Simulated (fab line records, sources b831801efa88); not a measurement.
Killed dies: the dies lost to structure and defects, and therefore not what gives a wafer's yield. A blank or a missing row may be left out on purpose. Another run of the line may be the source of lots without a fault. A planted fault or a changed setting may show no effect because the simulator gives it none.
Chamber matching    flow sky130    SKY_FIELD_ISO_ETCH_17 on rieSi-01 has 4 sister chambers
The step etches Si in HBr/Cl2/O2, target depth 342 nm, time 97.7 s. 4 wafers are shown with their chamber, then 8 later ones without.

WAFERS PAIRED WITH THEIR CHAMBERS
wafer   chamber  oesProductAu (a.u.)
L989.1  1        1.007
L989.2  2        1.004
L989.3  0        0.996
L990.4  3        0.987

WAFERS WITH NO CHAMBER GIVEN
wafer   oesProductAu (a.u.)
L990.5  0.986
L990.6  0.988
L993.1  0.991
L993.3  0.998
L993.4  1.009
L995.1  1.003
L995.4  1.003
L995.5  0.996

CHAMBER TAKEN BY EACH
wafer    from the rows above       in truth
L990.5   3                         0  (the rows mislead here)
L990.6   3                         3
L993.1   can't be placed: 3 or 0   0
L993.3   0                         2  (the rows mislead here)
L993.4   can't be placed: 1 or 2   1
L995.1   can't be placed: 2 or 1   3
L995.4   can't be placed: 2 or 1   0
L995.5   0                         0
Correct placement for 2 of the 8. Cannot be placed on the basis of these rows: 4; the candidates contain the true chamber in 2. Number placed wrongly: 2.
How it was worked out, from the rows above alone: a wafer's distance from a chamber is the root of the sum, over the readings, of the square of ((its reading less the chamber's mean) divided by the reading's scatter). If the next closest chamber is less than 2 further off than the closest, the wafer can't be placed; otherwise it belongs to the closest. The mean given for a chamber averages the wafers shown for that chamber. The scatter (one wafer shown for each chamber): square how far every hidden wafer sits from the nearest shown wafer, average those squares and take the square root.
